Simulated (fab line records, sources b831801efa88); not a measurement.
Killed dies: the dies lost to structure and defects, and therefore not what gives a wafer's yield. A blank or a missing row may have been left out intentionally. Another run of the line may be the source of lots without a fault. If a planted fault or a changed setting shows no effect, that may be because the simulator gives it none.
fab line records -- flow sky130 -- part 1 of 2: steps 1 to 42 of 43
record: lots: 6, wafers: 18, lastDay: 49
route steps=708 shown CONTACT@426 METAL1@434 VIA1@458 PAD_OPEN@708
lots untouched by any fault: they come from a run of this same line in which no faults occurred
startH: start of the lot's first displayed wafer, in hours after the record's first day -- waitH: how many hours have passed since the lot's step before this one -- " repeats the value in the row above -- L1.1+2: several wafers, shown together as one row -- - no value present, or no start provided -- * or withheld: withheld -- < > ~ a bound
route shown NAME@n: names a module that has steps shown in the file, with the first one's number in the route -- usual: average and standard deviation across the fault-free wafers -- same: alike in all rows -- chamber/n: place in a boat -- sites: each site's reading -- _std_site: how widely they spread, as a standard deviation -- _edge_site: the outer-site mean with the inner-site mean subtracted -- radiusMm: for every site, how far away it sits from the centre of the wafer -- mask NAME#n: copy n -- behind: the tool/chamber that last shaped the wafer -- hold: the reason the lot was held/the length of the hold in hours/how it ended -- device: the n, p or np transistor that did not switch -- end of line: the route-end tests of the same wafers -- step lacking rows: just its recipe -- killed: at the first sort, the dies lost to defects and structure; wafer yield is something else -- map: a wafer's dies, marking killed ones x, the rest . and places with no die _
set.NAME: setting as actually run; set.NAME@STEP: the setting as run at that earlier step -- model.NAME: the simulator's own value behind a step, which no gauge read
lots at some steps of the route; a table a step, a row a wafer
services: when a tool's chamber went out of use (startH, in hours from the record's first day, below 0 if earlier), for how many hours, and the reason
== steps ==
step: SKY_CONTACT_STRIP_20
recipe: chemistry: postEtchResidueRemover, timeS: 1200, tempC: 72.5
step: SKY_CONTACT_CLEAN_21
recipe: chemistry: IPA, timeS: 180, tempC: 25
step: SKY_CONTACT_CLEAN_22
recipe: chemistry: O3/DIW, dry: n2Spin
step: SKY_CONTACT_SPUTTER_23
recipe: material: TiN, targetThkNm: 20, chamberPressurePa: 5, powerW: 4000, timeS: 80
usual: chamberPressurePa: 5.000/0.0093, throttleValvePct: 30.2/0.91
lot.wafer,tool,chamber,startH,waitH,chamberPressurePa,throttleValvePct
L684.2,pvdSputter-03,-,764.73,0.0,4.990,30.9
L684.4,pvdSputter-03,-,764.73,0.0,5.004,30.8
L684.5,pvdSputter-03,-,764.73,0.0,4.996,31.1
L685.2,pvdSputter-01,-,765.38,0.0,4.999,28.8
L685.3,pvdSputter-01,-,765.38,0.0,5.009,30.1
L685.6,pvdSputter-01,-,765.38,0.0,5.002,28.9
L689.2,pvdSputter-01,-,792.78,0.0,4.984,30.1
L689.3,pvdSputter-01,-,792.78,0.0,5.005,28.8
L689.6,pvdSputter-01,-,792.78,0.0,4.997,29.9
L688.2,pvdSputter-03,-,804.79,0.0,4.993,30.4
L688.3,pvdSputter-03,-,804.79,0.0,5.007,30.6
L688.6,pvdSputter-03,-,804.79,0.0,4.992,30.3
L691.2,pvdSputter-01,-,818.82,0.0,4.985,28.4
L691.4,pvdSputter-01,-,818.82,0.0,5.005,29.9
L691.5,pvdSputter-01,-,818.82,0.0,4.979,28.5
L701.1,pvdSputter-03,-,877.38,0.0,4.989,29.3
L701.2,pvdSputter-03,-,877.38,0.0,4.998,30.2
L701.5,pvdSputter-03,-,877.38,0.0,4.986,29.5
step: SKY_CONTACT_CVD_24
recipe: material: W, targetThkNm: 340, timeS: 102.12, tempC: 400, pressureTorr: 40
step: SKY_CONTACT_RS_MEAS_25
recipe: thkMeasGauge: four-point-probe, reads: W_of_CONTACT_CVD_24+TiN_of_CONTACT_SPUTTER_23
usual: CONTACT_W_RS: 0.336/0.0031
lot.wafer,tool,chamber,startH,waitH,CONTACT_W_RS[ohm/sq]
L684.2,filmMetro-03,-,764.92,0.1,0.337
L684.4,filmMetro-03,-,764.92,0.1,0.335
L684.5,filmMetro-03,-,764.92,0.1,0.335
L685.2,filmMetro-01,-,765.57,0.1,0.335
L685.3,filmMetro-01,-,765.57,0.1,0.333
L685.6,filmMetro-01,-,765.57,0.1,0.337
L689.2,filmMetro-04,-,792.97,0.1,0.333
L689.3,filmMetro-04,-,792.97,0.1,0.337
L689.6,filmMetro-04,-,792.97,0.1,0.329
L688.2,filmMetro-03,-,804.98,0.1,0.335
L688.3,filmMetro-03,-,804.98,0.1,0.332
L688.6,filmMetro-03,-,804.98,0.1,0.338
L691.2,filmMetro-04,-,819.01,0.1,0.338
L691.4,filmMetro-04,-,819.01,0.1,0.334
L691.5,filmMetro-04,-,819.01,0.1,0.334
L701.1,filmMetro-03,-,877.55,0.1,0.333
L701.2,filmMetro-03,-,877.55,0.1,0.334
L701.5,filmMetro-03,-,877.55,0.1,0.330
step: SKY_CONTACT_THK_MEAS_26
recipe: thkMeasGauge: xrf, reads: W_of_CONTACT_CVD_24
usual: CONTACT_W_THK: 350/3.7
lot.wafer,tool,chamber,startH,waitH,CONTACT_W_THK[nm]
L684.2,filmMetro-03,-,765.03,0.1,348
L684.4,filmMetro-03,-,765.03,0.1,350
L684.5,filmMetro-03,-,765.03,0.1,350
L685.2,filmMetro-01,-,765.68,0.1,353
L685.3,filmMetro-01,-,765.68,0.1,355
L685.6,filmMetro-01,-,765.68,0.1,349
L689.2,filmMetro-04,-,793.08,0.1,356
L689.3,filmMetro-04,-,793.08,0.1,350
L689.6,filmMetro-04,-,793.08,0.1,357
L688.2,filmMetro-03,-,805.09,0.1,351
L688.3,filmMetro-03,-,805.09,0.1,354
L688.6,filmMetro-03,-,805.09,0.1,347
L691.2,filmMetro-04,-,819.12,0.1,348
L691.4,filmMetro-04,-,819.12,0.1,355
L691.5,filmMetro-04,-,819.12,0.1,354
L701.1,filmMetro-03,-,877.67,0.1,353
L701.2,filmMetro-03,-,877.67,0.1,352
L701.5,filmMetro-03,-,877.67,0.1,357
step: SKY_CONTACT_CMP_27
recipe: stopOn: SiO2, tOverpolishS: 15, downForcePsi: 3.5, platenRpm: 60, targetThkNm: 0, padVelocityMS: 0.94248
step: SKY_METAL1_SPUTTER_00
recipe: material: Ti, targetThkNm: 15, powerW: 3000, timeS: 10, chamberPressurePa: 0.4
step: SKY_METAL1_SPUTTER_01
recipe: material: TiN, targetThkNm: 20, powerW: 6500, timeS: 16.7, chamberPressurePa: 0.4
step: SKY_METAL1_SPUTTER_02
recipe: material: AlCu, targetThkNm: 250, powerW: 10600, timeS: 13.3, chamberPressurePa: 0.4
usual: chamberPressurePa: 0.4000/0.00081, throttleValvePct: 30.5/0.69
lot.wafer,tool,chamber,startH,waitH,chamberPressurePa,throttleValvePct
L684.2,pvdSputter-04,-,765.43,0.0,0.3990,30.3
L684.4,pvdSputter-04,-,765.43,0.0,0.3994,30.4
L684.5,pvdSputter-04,-,765.43,0.0,0.3991,30.2
L685.2,pvdSputter-02,-,766.08,0.0,0.3999,30.7
L685.3,pvdSputter-02,-,766.08,0.0,0.3987,30.0
L685.6,pvdSputter-02,-,766.08,0.0,0.3999,31.1
L689.2,pvdSputter-02,-,793.48,0.0,0.4008,31.6
L689.3,pvdSputter-02,-,793.48,0.0,0.4003,29.5
L689.6,pvdSputter-02,-,793.48,0.0,0.3999,31.4
L688.2,pvdSputter-02,-,805.49,0.0,0.3991,30.9
L688.3,pvdSputter-02,-,805.49,0.0,0.3998,31.4
L688.6,pvdSputter-02,-,805.49,0.0,0.3998,29.6
L691.2,pvdSputter-03,-,819.52,0.0,0.4006,30.5
L691.4,pvdSputter-03,-,819.52,0.0,0.3999,29.3
L691.5,pvdSputter-03,-,819.52,0.0,0.4005,30.6
L701.1,pvdSputter-03,-,878.08,0.0,0.3985,30.9
L701.2,pvdSputter-03,-,878.08,0.0,0.4004,30.3
L701.5,pvdSputter-03,-,878.08,0.0,0.4002,30.2
step: SKY_METAL1_SPUTTER_03
recipe: material: Ti, targetThkNm: 5, powerW: 3000, timeS: 3.3, chamberPressurePa: 0.4
step: SKY_METAL1_SPUTTER_04
recipe: material: TiN, targetThkNm: 70, powerW: 6500, timeS: 58.3, chamberPressurePa: 0.4
usual: chamberPressurePa: 0.4001/0.00082, throttleValvePct: 30.5/0.69
lot.wafer,tool,chamber,startH,waitH,chamberPressurePa,throttleValvePct
L684.2,pvdSputter-04,-,765.47,0.0,0.3990,29.9
L684.4,pvdSputter-04,-,765.47,0.0,0.4000,30.2
L684.5,pvdSputter-04,-,765.47,0.0,0.3997,29.8
L685.2,pvdSputter-02,-,766.12,0.0,0.4013,30.6
L685.3,pvdSputter-02,-,766.12,0.0,0.4002,30.0
L685.6,pvdSputter-02,-,766.12,0.0,0.4008,31.4
L689.2,pvdSputter-02,-,793.52,0.0,0.3994,31.2
L689.3,pvdSputter-02,-,793.52,0.0,0.4001,29.9
L689.6,pvdSputter-02,-,793.52,0.0,0.3999,31.3
L688.2,pvdSputter-02,-,805.53,0.0,0.3985,30.7
L688.3,pvdSputter-02,-,805.53,0.0,0.3991,31.1
L688.6,pvdSputter-02,-,805.53,0.0,0.4004,29.8
L691.2,pvdSputter-03,-,819.56,0.0,0.3992,30.6
L691.4,pvdSputter-03,-,819.56,0.0,0.3994,29.1
L691.5,pvdSputter-03,-,819.56,0.0,0.3996,30.9
L701.1,pvdSputter-03,-,878.12,0.0,0.4001,30.9
L701.2,pvdSputter-03,-,878.12,0.0,0.3998,30.1
L701.5,pvdSputter-03,-,878.12,0.0,0.4007,30.2
step: SKY_METAL1_RS_MEAS_05
recipe: thkMeasGauge: four-point-probe, reads: TiN_of_METAL1_SPUTTER_04+Ti_of_METAL1_SPUTTER_03+AlCu_of_METAL1_SPUTTER_02+TiN_of_METAL1_SPUTTER_01+Ti_of_METAL1_SPUTTER_00
usual: METAL1_ALCU_RS: 0.1269/0.001
lot.wafer,tool,chamber,startH,waitH,METAL1_ALCU_RS[ohm/sq]
L684.2,filmMetro-04,-,765.54,0.0,0.1276
L684.4,filmMetro-04,-,765.54,0.0,0.1272
L684.5,filmMetro-04,-,765.54,0.0,0.1279
L685.2,filmMetro-02,-,766.19,0.0,0.1249
L685.3,filmMetro-02,-,766.19,0.0,0.1251
L685.6,filmMetro-02,-,766.19,0.0,0.1251
L689.2,filmMetro-04,-,793.59,0.0,0.1270
L689.3,filmMetro-04,-,793.59,0.0,0.1274
L689.6,filmMetro-04,-,793.59,0.0,0.1270
L688.2,filmMetro-04,-,805.60,0.0,0.1285
L688.3,filmMetro-04,-,805.60,0.0,0.1290
L688.6,filmMetro-04,-,805.60,0.0,0.1284
L691.2,filmMetro-03,-,819.63,0.0,0.1280
L691.4,filmMetro-03,-,819.63,0.0,0.1274
L691.5,filmMetro-03,-,819.63,0.0,0.1276
L701.1,filmMetro-02,-,878.17,0.0,0.1251
L701.2,filmMetro-02,-,878.17,0.0,0.1245
L701.5,filmMetro-02,-,878.17,0.0,0.1241
step: SKY_METAL1_THK_MEAS_06
recipe: thkMeasGauge: xrf, reads: AlCu_of_METAL1_SPUTTER_02
usual: METAL1_ALCU_THK: 251.1/2.2
lot.wafer,tool,chamber,startH,waitH,METAL1_ALCU_THK[nm]
L684.2,filmMetro-04,-,765.65,0.1,250.4
L684.4,filmMetro-04,-,765.65,0.1,252.0
L684.5,filmMetro-04,-,765.65,0.1,248.8
L685.2,filmMetro-02,-,766.30,0.1,255.0
L685.3,filmMetro-02,-,766.30,0.1,255.3
L685.6,filmMetro-02,-,766.30,0.1,254.6
L689.2,filmMetro-04,-,793.70,0.1,249.9
L689.3,filmMetro-04,-,793.70,0.1,249.0
L689.6,filmMetro-04,-,793.70,0.1,251.9
L688.2,filmMetro-04,-,805.71,0.1,248.5
L688.3,filmMetro-04,-,805.71,0.1,247.4
L688.6,filmMetro-04,-,805.71,0.1,247.2
L691.2,filmMetro-03,-,819.74,0.1,248.3
L691.4,filmMetro-03,-,819.74,0.1,249.3
L691.5,filmMetro-03,-,819.74,0.1,250.3
L701.1,filmMetro-02,-,878.29,0.1,255.4
L701.2,filmMetro-02,-,878.29,0.1,257.2
L701.5,filmMetro-02,-,878.29,0.1,256.8
step: SKY_METAL1_DEHYDRATE_07
recipe: tempC: 200, timeS: 60
step: SKY_METAL1_HMDS_08
recipe: primeTimeS: 60, primeTempC: 120
step: SKY_METAL1_COAT_09
recipe: resist: BARC, tempC: withheld, timeS: withheld, spinRpm: 3000, resistThkNm: 60
step: SKY_METAL1_COAT_10
recipe: resist: KrF-thick, spinRpm: 3000, resistThkNm: 450
step: SKY_METAL1_SOFTBAKE_11
recipe: tempC: 100, timeS: 90, resist: KrF-thick
step: SKY_METAL1_EXPOSE_12
recipe: maskId: MM1, na: 0.8, sourceShape: annular, sigmaInner: 0.55, sigmaOuter: 0.85, targetCdNm: 140, doseMj: 28
step: SKY_METAL1_PEB_13
recipe: pebTempC: withheld, pebTimeS: withheld, resist: KrF-thick
step: SKY_METAL1_DEVELOP_14
recipe: developTimeS: 60, resist: KrF-thick, devTempC: 21
step: SKY_METAL1_CD_MEAS_15
recipe: targetCdNm: 140
usual: cdNm: 140.2/1.3
lot.wafer,tool,chamber,startH,waitH,cdNm
L684.2,cdSem-01,-,791.12,-,139.9
L684.4,cdSem-01,-,791.12,-,140.1
L684.5,cdSem-01,-,791.12,-,140.7
L685.2,cdSem-01,-,791.96,-,139.0
L685.3,cdSem-01,-,791.96,-,140.7
L685.6,cdSem-01,-,791.96,-,138.7
L689.2,cdSem-01,-,821.31,-,141.4
L689.3,cdSem-01,-,821.31,-,142.1
L689.6,cdSem-01,-,821.31,-,141.9
L688.2,cdSem-01,-,833.02,-,139.2
L688.3,cdSem-01,-,833.02,-,139.1
L688.6,cdSem-01,-,833.02,-,139.8
L691.2,cdSem-01,-,846.49,-,140.7
L691.4,cdSem-01,-,846.49,-,140.7
L691.5,cdSem-01,-,846.49,-,141.1
L701.1,cdSem-01,-,904.31,-,140.0
L701.2,cdSem-01,-,904.31,-,138.4
L701.5,cdSem-01,-,904.31,-,138.0
step: SKY_METAL1_OVL_MEAS_16
usual: METAL1_OVL: 4/5.6
lot.wafer,tool,chamber,startH,waitH,METAL1_OVL[nm]
L684.2,overlay-01,-,791.23,0.1,3
L684.4,overlay-01,-,791.23,0.1,3
L684.5,overlay-01,-,791.23,0.1,19
L685.2,overlay-01,-,792.07,0.1,6
L685.3,overlay-01,-,792.07,0.1,-1
L685.6,overlay-01,-,792.07,0.1,9
L689.2,overlay-01,-,821.42,0.1,10
L689.3,overlay-01,-,821.42,0.1,-4
L689.6,overlay-01,-,821.42,0.1,14
L688.2,overlay-01,-,833.13,0.1,12
L688.3,overlay-01,-,833.13,0.1,-2
L688.6,overlay-01,-,833.13,0.1,8
L691.2,overlay-01,-,846.59,0.1,2
L691.4,overlay-01,-,846.59,0.1,-7
L691.5,overlay-01,-,846.59,0.1,3
L701.1,overlay-02,-,904.43,0.1,13
L701.2,overlay-02,-,904.43,0.1,0
L701.5,overlay-02,-,904.43,0.1,12
step: SKY_METAL1_DESCUM_17
recipe: chemistry: O2, sourcePowerW: 150, biasPowerW: 0, pressureMtorr: 10, tempC: 40, timeS: 8
usual: drypumpMotorCurrentA: 6.00/0.2, oesProductAu: 0.994/0.0078
lot.wafer,tool,chamber,startH,waitH,drypumpMotorCurrentA,oesProductAu,rfHoursCounterH
L684.2,rieMetal-04,0,791.27,0.0,5.75,0.982,-
L684.4,rieMetal-04,0,791.27,0.0,5.75,0.975,-
L684.5,rieMetal-04,0,791.27,0.0,5.75,0.987,-
L685.2,rieMetal-01,0,792.10,0.0,5.99,0.980,7
L685.3,rieMetal-01,1,792.10,0.0,5.95,0.998,-
L685.6,rieMetal-01,0,792.10,0.0,6.00,0.987,-
L689.2,rieMetal-03,1,821.45,0.0,6.37,1.001,14
L689.3,rieMetal-03,0,821.45,0.0,5.86,1.000,-
L689.6,rieMetal-03,1,821.45,0.0,6.41,1.004,-
L688.2,rieMetal-01,1,833.16,0.0,5.96,0.997,3
L688.3,rieMetal-01,1,833.16,0.0,5.97,0.995,-
L688.6,rieMetal-01,0,833.16,0.0,5.96,0.983,-
L691.2,rieMetal-03,0,846.62,0.0,5.86,0.992,0
L691.4,rieMetal-03,1,846.62,0.0,6.39,0.995,-
L691.5,rieMetal-03,1,846.62,0.0,6.35,0.996,-
L701.1,rieMetal-01,0,904.47,0.0,5.98,0.999,13
L701.2,rieMetal-01,0,904.47,0.0,5.98,0.985,-
L701.5,rieMetal-01,0,904.47,0.0,5.98,0.996,-
step: SKY_METAL1_ETCH_18
recipe: chemistry: N2/H2, target: BARC, ionEnergyEv: 200, biasW: 100, pressureMtorr: 30, n2FlowSccm: 100, h2FlowSccm: 200, icpW: 500, stopOn: SiO2, timeS: 45.9, targetDepthA: 600
usual: drypumpMotorCurrentA: 6.01/0.21, oesProductAu: 0.854/0.0047, throttleValvePct: 13.224/0.0094
lot.wafer,tool,chamber,startH,waitH,drypumpMotorCurrentA,oesProductAu,rfHoursCounterH,throttleValvePct
L684.2,rieMetal-04,0,791.34,0.1,5.76,0.851,-,13.233
L684.4,rieMetal-04,0,791.34,0.1,5.73,0.855,-,13.205
L684.5,rieMetal-04,0,791.34,0.1,5.75,0.859,-,13.235
L685.2,rieMetal-01,0,792.13,0.0,5.98,0.854,7,13.203
L685.3,rieMetal-01,1,792.13,0.0,5.99,0.851,-,13.210
L685.6,rieMetal-01,0,792.13,0.0,5.99,0.852,-,13.228
L689.2,rieMetal-03,1,821.48,0.0,6.40,0.853,14,13.244
L689.3,rieMetal-03,0,821.48,0.0,5.84,0.847,-,13.214
L689.6,rieMetal-03,1,821.48,0.0,6.42,0.854,-,13.214
L688.2,rieMetal-01,1,833.19,0.0,5.97,0.848,3,13.222
L688.3,rieMetal-01,1,833.19,0.0,5.97,0.857,-,13.214
L688.6,rieMetal-01,0,833.19,0.0,6.02,0.851,-,13.214
L691.2,rieMetal-03,0,846.65,0.0,5.84,0.853,0,13.223
L691.4,rieMetal-03,1,846.65,0.0,6.40,0.855,-,13.232
L691.5,rieMetal-03,1,846.65,0.0,6.43,0.856,-,13.249
L701.1,rieMetal-01,0,904.53,0.1,5.98,0.852,13,13.207
L701.2,rieMetal-01,0,904.53,0.1,5.99,0.858,-,13.218
L701.5,rieMetal-01,0,904.53,0.1,6.00,0.859,-,13.240
step: SKY_METAL1_METAL_ETCH_19
recipe: targetDepthA: 3600, stopOn: SiO2, overEtchFrac: 0.3, timeS: 78, chemistry: Cl2/BCl3, resistSidewallDeg: 88, pressureMtorr: 10, icpW: 900, biasW: 48.5, Cl2_flow_sccm: 60, bcl3FlowSccm: 30
step: SKY_METAL1_STRIP_20
recipe: chemistry: O2/N2, powerW: 1400, pressureMtorr: 1500, platenTempC: withheld, o2FlowSccm: 3000, n2FlowSccm: 300, overashFraction: 0.5
step: SKY_METAL1_STRIP_21
recipe: chemistry: postEtchResidueRemover, timeS: 1200, tempC: 72.5
step: SKY_METAL1_CLEAN_22
recipe: chemistry: IPA, timeS: 180, tempC: 25
step: SKY_METAL1_CLEAN_23
recipe: chemistry: O3/DIW, dry: n2Spin
step: SKY_VIA1_HDPCVD_00
recipe: material: SiO2, targetThkNm: 1030, sigmaOpenFrac: 0.3, timeS: 171.7, tempC: 400, sih4FlowSccm: 60, pressureMtorr: 6
step: SKY_VIA1_THK_MEAS_01
recipe: reads: SiO2_of_VIA1_HDPCVD_00
usual: VIA1_HDPCVD_THK: 1026/11
lot.wafer,tool,chamber,startH,waitH,VIA1_HDPCVD_THK[nm]
L684.2,filmMetro-02,-,792.43,0.1,1035
L684.4,filmMetro-02,-,792.43,0.1,1037
L684.5,filmMetro-02,-,792.43,0.1,1021
L685.2,filmMetro-03,-,793.00,0.1,1035
L685.3,filmMetro-03,-,793.00,0.1,1046
L685.6,filmMetro-03,-,793.00,0.1,1037
L689.2,filmMetro-01,-,822.48,0.1,1040
L689.3,filmMetro-01,-,822.48,0.1,1018
L689.6,filmMetro-01,-,822.48,0.1,1019
L688.2,filmMetro-02,-,834.10,0.1,1023
L688.3,filmMetro-02,-,834.10,0.1,1028
L688.6,filmMetro-02,-,834.10,0.1,1025
L691.2,filmMetro-03,-,847.52,0.1,1038
L691.4,filmMetro-03,-,847.52,0.1,1046
L691.5,filmMetro-03,-,847.52,0.1,1042
L701.1,filmMetro-03,-,905.54,0.1,1029
L701.2,filmMetro-03,-,905.54,0.1,1030
L701.5,filmMetro-03,-,905.54,0.1,1030
step: SKY_VIA1_CMP_02
recipe: material: SiO2, downForcePsi: 4, platenRpm: 60, padVelocityMS: 0.94248
usual: motorCurrentA: 11.9/1.8
lot.wafer,tool,chamber,startH,waitH,motorCurrentA
L684.4,cmp-02,1,792.48,0.0,11.2
L684.2,cmp-02,3,792.48,0.0,11.5
L684.5,cmp-02,2,792.48,0.0,15.6
L685.3,cmp-01,1,793.05,0.0,13.2
L685.2,cmp-01,3,793.05,0.0,10.5
L685.6,cmp-01,2,793.05,0.0,11.9
L689.3,cmp-02,0,822.63,0.1,11.7
L689.2,cmp-02,1,822.63,0.1,11.5
L689.6,cmp-02,2,822.63,0.1,14.8
L688.2,cmp-01,3,834.15,0.0,10.2
L688.3,cmp-01,1,834.15,0.0,12.8
L688.6,cmp-01,0,834.15,0.0,9.0
L691.4,cmp-01,3,847.62,0.1,10.5
L691.2,cmp-01,0,847.62,0.1,8.8
L691.5,cmp-01,2,847.62,0.1,12.7
L701.2,cmp-01,0,905.60,0.0,8.7
L701.1,cmp-01,1,905.60,0.0,12.3
L701.5,cmp-01,0,905.60,0.0,9.2
step: SKY_VIA1_BOW_MEAS_03
recipe: mode: bow
usual: VIA1_BOW: 80/7.5
lot.wafer,tool,chamber,startH,waitH,VIA1_BOW[um]
L684.2,filmMetro-01,-,792.80,0.2,66
L684.4,filmMetro-01,-,792.80,0.2,66
L684.5,filmMetro-01,-,792.80,0.2,60
L685.2,filmMetro-01,-,793.37,0.2,71
L685.3,filmMetro-01,-,793.37,0.2,73
L685.6,filmMetro-01,-,793.37,0.2,86
L689.2,filmMetro-03,-,822.85,0.1,73
L689.3,filmMetro-03,-,822.85,0.1,80
L689.6,filmMetro-03,-,822.85,0.1,68
L688.2,filmMetro-01,-,834.47,0.3,83
L688.3,filmMetro-01,-,834.47,0.3,84
L688.6,filmMetro-01,-,834.47,0.3,79
L691.2,filmMetro-03,-,847.89,0.2,80
L691.4,filmMetro-03,-,847.89,0.2,84
L691.5,filmMetro-03,-,847.89,0.2,73
L701.1,filmMetro-02,-,905.90,0.2,88
L701.2,filmMetro-02,-,905.90,0.2,91
L701.5,filmMetro-02,-,905.90,0.2,93
step: SKY_VIA1_DEHYDRATE_04
recipe: tempC: 200, timeS: 60
step: SKY_VIA1_HMDS_05
recipe: primeTimeS: 60, primeTempC: 120
step: SKY_VIA1_COAT_06
recipe: resist: BARC, tempC: withheld, timeS: withheld, spinRpm: 3000, resistThkNm: 60
step: SKY_VIA1_COAT_07
recipe: resist: KrF-thick, spinRpm: 3000, resistThkNm: 450
step: SKY_VIA1_SOFTBAKE_08
recipe: tempC: 100, timeS: 90, resist: KrF-thick
step: SKY_VIA1_EXPOSE_09
recipe: maskId: VIM, na: 0.8, sourceShape: annular, sigmaInner: 0.55, sigmaOuter: 0.85, targetCdNm: 150, doseMj: 38
